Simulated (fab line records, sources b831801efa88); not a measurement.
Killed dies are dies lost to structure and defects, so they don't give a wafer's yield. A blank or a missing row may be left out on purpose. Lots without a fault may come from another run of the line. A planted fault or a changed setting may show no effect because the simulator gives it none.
Which tool did it? | flow sfq_line | 15 lots, 45 wafers sampled, at 1 step of a route of 325

WHAT THE GAUGES READ, wafer by wafer
SFQ_M2_OVL_MEAS_916. Usual: M2_OVL -2 nm, standard deviation 5.4.
lot  | measured     | on         | M2_OVL (nm) | flag
L277 | day 29 23:27 | overlay-02 | -2 -14 -9   |
L278 | day 30 01:52 | overlay-01 | -8 -5 -4    |
L279 | day 30 07:44 | overlay-01 | 3 8 4       |
L281 | day 32 14:55 | overlay-02 | -8 -3 -2    |
L282 | day 32 16:08 | overlay-01 | -15 -11 -9  |
L291 | day 35 15:03 | overlay-02 | 2 1 -3      |
L292 | day 35 16:14 | overlay-01 | 3 10 6      |
L293 | day 35 17:27 | overlay-02 | -3 -7 -4    |
L294 | day 35 21:10 | overlay-02 | 8 1 4       |
L295 | day 35 22:23 | overlay-02 | -8 -3 -7    |
L296 | day 35 23:34 | overlay-01 | -1 6 1      |
L297 | day 36 03:10 | overlay-01 | -3 -3 -3    |
L298 | day 36 04:22 | overlay-01 | -6 -8 -3    |
L299 | day 42 14:45 | overlay-02 | -12 -5 -8   |
L300 | day 42 23:16 | overlay-01 | -3 5 -3     |

WHICH TOOL RAN EACH LOT (tool, then ch and the chambers of the sampled wafers, then the start)
The record holds no process step before these readings.

WHAT THE TOOLS THEMSELVES READ (means of the sampled wafers that have a number; where no wafer has one, the mark that the record gives instead)
The record holds no such reading with a usual standard deviation.

THE ANSWER, worked out from the rows above alone
Rule: a lot is off if the mean of its wafers that have a number lies more than 3 standard deviations from the usual mean. A lot without any number at a reading at which 4 lots or more have one is off too. The other lots that the step has rows for count as sound. The gauges are gone through in route order, then the tools' own readings, and for those a lot's mean is taken as printed above. The first step at which some lot is off is used, and at that step the reading that is off furthest; a lot without a number counts as furthest.
No lot is off at any reading shown: from this, nothing can be told.

WHAT THE SIMULATOR HAD PUT IN
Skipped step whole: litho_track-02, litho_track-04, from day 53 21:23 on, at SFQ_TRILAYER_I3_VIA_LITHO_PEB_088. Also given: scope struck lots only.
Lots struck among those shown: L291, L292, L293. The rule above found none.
